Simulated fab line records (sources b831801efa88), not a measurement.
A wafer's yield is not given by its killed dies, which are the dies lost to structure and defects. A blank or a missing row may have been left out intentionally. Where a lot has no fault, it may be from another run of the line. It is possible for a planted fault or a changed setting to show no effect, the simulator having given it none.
The tool behind it: which one? || flow sky130 || route of 708 steps, sampled at 1 step: 6 lots, 18 wafers

WHAT EACH GAUGE READ, for each wafer
SKY_POLY_GATE_THK_MEAS_21.
{"lot": "L313", "measured": "day 17 03:58", "on": "filmMetro-01", "POLY_GATE_OXIDATION_THK (nm)": "3.87 3.90 3.99"}
{"lot": "L316", "measured": "day 18 06:44", "on": "filmMetro-02", "POLY_GATE_OXIDATION_THK (nm)": "4.09 4.05 4.12"}
{"lot": "L318", "measured": "day 19 06:50", "on": "filmMetro-01", "POLY_GATE_OXIDATION_THK (nm)": "4.09 4.06 4.03"}
{"lot": "L322", "measured": "day 20 12:26", "on": "filmMetro-02", "POLY_GATE_OXIDATION_THK (nm)": "4.02 4.09 4.05"}
{"lot": "L329", "measured": "day 24 01:25", "on": "filmMetro-03", "POLY_GATE_OXIDATION_THK (nm)": "3.98 3.97 3.99"}
{"lot": "L334", "measured": "day 25 02:43", "on": "filmMetro-01", "POLY_GATE_OXIDATION_THK (nm)": "3.92 4.03 3.97"}

EACH LOT AND THE TOOL THAT RAN IT (in order: tool; ch and the chambers of the sampled wafers; start)
No process step before these readings appears in the record.

THE ANSWER, worked out from the rows above alone
Rule: the lots themselves supply what counts as usual. Put in order of their means at a reading, lots are off if they are a third of the lots or fewer, leave a main group of 4 or more, and stand apart from it by a gap of 3 or more times the standard deviation of the main group's means; of several such gaps the widest counts. The tables above print the reading to a certain number of digits; a main group whose means all agree to those digits is not used. Also off: a lot with no number at a reading for which 4 or more lots have one. All remaining lots with rows at the step are treated as sound.
None of the lots is off at any reading shown; this tells nothing.

WHAT WAS PUT IN BY THE SIMULATOR
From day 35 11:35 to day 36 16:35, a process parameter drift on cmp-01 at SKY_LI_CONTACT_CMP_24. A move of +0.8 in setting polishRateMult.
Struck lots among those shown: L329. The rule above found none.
